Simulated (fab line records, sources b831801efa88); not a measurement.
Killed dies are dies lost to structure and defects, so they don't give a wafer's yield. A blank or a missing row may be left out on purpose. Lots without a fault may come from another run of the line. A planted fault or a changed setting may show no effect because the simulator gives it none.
Which tool did it? | flow sky130 | 11 lots, 33 wafers sampled, at 4 steps of a route of 708

WHAT THE GAUGES READ, wafer by wafer
SKY_CONTACT_THK_MEAS_26: measures by xrf.
lot  | measured     | on            | CONTACT_W_THK (nm)
L606 | day 32 08:43 | film_metro-01 | 353 349 351
L607 | day 33 13:11 | film_metro-04 | 341 343 342
L609 | day 34 05:28 | film_metro-03 | 351 343 350
L608 | day 34 09:20 | film_metro-03 | 347 340 340
L616 | day 36 05:49 | film_metro-01 | 356 350 356
L617 | day 36 09:10 | film_metro-03 | 348 352 351
L619 | day 37 02:37 | film_metro-01 | 355 350 355
L621 | day 37 14:14 | film_metro-03 | 352 345 352
L622 | day 37 18:53 | film_metro-01 | 348 355 347
L623 | day 37 23:25 | film_metro-04 | 345 350 345
L625 | day 38 15:15 | film_metro-04 | 336 343 344

SKY_METAL2_THK_MEAS_06: measures by xrf.
lot  | measured     | on            | METAL2_ALCU_THK (nm)
L606 | day 34 18:40 | film_metro-02 | 246 248 246
L607 | day 35 22:20 | film_metro-02 | 227 225 224
L609 | day 36 13:55 | film_metro-02 | 251 254 252
L608 | day 36 17:52 | film_metro-01 | 231 229 230
L616 | day 38 13:34 | film_metro-01 | 251 249 248
L617 | day 38 16:47 | film_metro-01 | 248 249 249
L619 | day 39 10:31 | film_metro-03 | 251 253 251
L621 | day 39 21:47 | film_metro-01 | 249 250 248
L622 | day 40 02:01 | film_metro-02 | 244 243 247
L623 | day 40 04:43 | film_metro-03 | 252 252 250
L625 | day 40 21:30 | film_metro-01 | 253 255 251

WHICH TOOL RAN EACH LOT (tool, then ch and the chambers of the sampled wafers, then the start)
lot  | SKY_METAL1_ETCH_18                | SKY_METAL2_SPUTTER_04
L606 | rie_metal-02 ch 0,1, day 33 13:06 | pvd_sputter-01, day 34 18:30
L607 | rie_metal-01 ch 0,1, day 34 16:43 | pvd_sputter-01, day 35 22:08
L609 | rie_metal-01 ch 1, day 35 08:44   | pvd_sputter-04, day 36 13:44
L608 | rie_metal-02 ch 0,1, day 35 12:28 | pvd_sputter-01, day 36 17:41
L616 | rie_metal-01 ch 0, day 37 08:19   | pvd_sputter-02, day 38 13:24
L617 | rie_metal-01 ch 0,1, day 37 12:16 | pvd_sputter-02, day 38 16:37
L619 | rie_metal-02 ch 0,1, day 38 05:30 | pvd_sputter-04, day 39 10:21
L621 | rie_metal-04 ch 1, day 38 16:51   | pvd_sputter-02, day 39 21:36
L622 | rie_metal-02 ch 0,1, day 38 22:01 | pvd_sputter-01, day 40 01:49
L623 | rie_metal-04 ch 0,1, day 39 01:28 | pvd_sputter-04, day 40 04:33
L625 | rie_metal-02 ch 0,1, day 39 17:15 | pvd_sputter-04, day 40 21:19
- SKY_METAL1_ETCH_18: etches BARC in N2/H2, stops on SiO2, time 45.9 s, target depth 60 nm.
- SKY_METAL2_SPUTTER_04: material TiN, target thk 70 nm, time 58.3 s.

WHAT THE TOOLS THEMSELVES READ (means of the sampled wafers that have a number; where no wafer has one, the mark that the record gives instead)
SKY_METAL1_ETCH_18.
lot  | tool         | drypump_motor_current_A (A) | oes_product_au (a.u.) | throttle_valve_pct (%)
L606 | rie_metal-02 | 5.6                         | 0.854                 | 13.216
L607 | rie_metal-01 | 5.4                         | 0.860                 | 13.232
L609 | rie_metal-01 | 5.1                         | 0.851                 | 13.221
L608 | rie_metal-02 | 5.9                         | 0.853                 | 13.224
L616 | rie_metal-01 | 5.9                         | 0.852                 | 13.224
L617 | rie_metal-01 | 5.4                         | 0.854                 | 13.222
L619 | rie_metal-02 | 5.9                         | 0.852                 | 13.225
L621 | rie_metal-04 | 6.5                         | 0.852                 | 13.227
L622 | rie_metal-02 | 5.6                         | 0.855                 | 13.222
L623 | rie_metal-04 | 6.2                         | 0.851                 | 13.227
L625 | rie_metal-02 | 5.8                         | 0.855                 | 13.221

SKY_METAL2_SPUTTER_04.
lot  | tool           | throttle_valve_pct (%)
L606 | pvd_sputter-01 | 30.1
L607 | pvd_sputter-01 | 30.0
L609 | pvd_sputter-04 | 29.8
L608 | pvd_sputter-01 | 30.1
L616 | pvd_sputter-02 | 29.9
L617 | pvd_sputter-02 | 29.7
L619 | pvd_sputter-04 | 30.4
L621 | pvd_sputter-02 | 29.7
L622 | pvd_sputter-01 | 30.8
L623 | pvd_sputter-04 | 30.4
L625 | pvd_sputter-04 | 30.1

THE ANSWER, worked out from the rows above alone
Rule: what is usual is taken from the lots themselves. Put in order of their means at a reading, lots are off if they are a third of the lots or fewer, leave a main group of 4 or more, and stand apart from it by a gap of 3 or more times the standard deviation of the main group's means; of several such gaps the widest counts. A main group whose means are all the same, to the digits that the tables above print for the reading, isn't used. A lot without any number at a reading at which 4 lots or more have one is off too. The other lots that the step has rows for count as sound. The gauges are gone through in route order, then the tools' own readings, and for those a lot's mean is taken as printed above. The first step at which some lot is off is used, and at that step the reading that is off furthest; a lot without a number counts as furthest.
Off: L607, L608, at SKY_METAL2_THK_MEAS_06 (METAL2_ALCU_THK). The main group: mean 250 nm, standard deviation 2.6.
A tool fits if, at a process step before that reading, it ran every lot that is off, and no sound lot after the first of them. The gauges at SKY_METAL2_THK_MEAS_06 are tried like those tools. None of those tried fits.

WHAT THE SIMULATOR HAD PUT IN
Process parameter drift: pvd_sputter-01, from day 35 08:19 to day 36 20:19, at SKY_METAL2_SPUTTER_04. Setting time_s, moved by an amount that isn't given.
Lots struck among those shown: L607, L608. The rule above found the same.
